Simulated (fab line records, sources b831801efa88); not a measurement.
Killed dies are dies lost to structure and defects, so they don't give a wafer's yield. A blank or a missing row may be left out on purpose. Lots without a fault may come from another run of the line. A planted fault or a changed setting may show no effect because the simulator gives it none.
Chamber matching | flow gf180mcu | GF_V2_CVD_02 on pecvd-03: 3 sister chambers
The step deposits SiO2 from TEOS, target thk 850 nm, time 94.851 s. 14 wafers are shown with their chamber, then 7 later ones without.

WAFERS WITH THEIR CHAMBER
wafer  | chamber | heater_power_w (W) | susceptor_temp_C (C)
L591.4 | 1       | 658                | 400.19
L591.5 | 0       | 688                | 399.83
L591.6 | 2       | 622                | 400.28
L593.1 | 2       | 509                | 399.94
L593.3 | 0       | 622                | 400.10
L593.5 | 0       | 667                | 399.91
L596.2 | 1       | 669                | 400.00
L596.3 | 0       | 686                | 400.10
L596.6 | 0       | 692                | 400.40
L601.1 | 2       | 562                | 399.97
L601.2 | 0       | 583                | 400.10
L601.5 | 2       | 622                | 400.31
L609.2 | 0       | 637                | 400.10
L609.3 | 1       | 681                | 400.03

SIGNATURES (means of the wafers above)
reading          | chamber 0 | chamber 1 | chamber 2 | scatter within a chamber
heater_power_w   | 653.57    | 669.33    | 578.75    | 41.9
susceptor_temp_C | 400.0771  | 400.0733  | 400.1250  | 0.174
Rule: a wafer's distance from a chamber is the root of the sum, over the readings, of the square of ((its reading less the chamber's mean) divided by the reading's scatter). The wafer belongs to the nearest chamber; if the next one is less than 2 further off, it can't be placed. The scatter: the root of (the sum of the squares of (reading less its chamber's mean) over the shown wafers, divided by (wafers less chambers)).

WAFERS WITHOUT THEIR CHAMBER
wafer  | heater_power_w (W) | susceptor_temp_C (C)
L609.6 | 666                | 399.96
L611.1 | 574                | 399.74
L611.2 | 694                | 400.36
L611.6 | 619                | 399.81
L612.1 | 651                | 399.92
L612.2 | 676                | 400.76
L612.4 | 541                | 400.29

WHICH CHAMBER EACH WENT THROUGH
wafer  | from the rows above          | in truth
L609.6 | can't be placed: 1 or 0 or 2 | 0
L611.1 | can't be placed: 2 or 0 or 1 | 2
L611.2 | can't be placed: 1 or 0 or 2 | 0
L611.6 | can't be placed: 0 or 1 or 2 | 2
L612.1 | can't be placed: 0 or 1 or 2 | 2
L612.2 | can't be placed: 1 or 0 or 2 | 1
L612.4 | can't be placed: 2 or 0 or 1 | 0
Placed correctly: 0 of 7. Can't be placed from these rows: 7 (the true chamber is among the candidates in 7). Placed wrongly: 0.
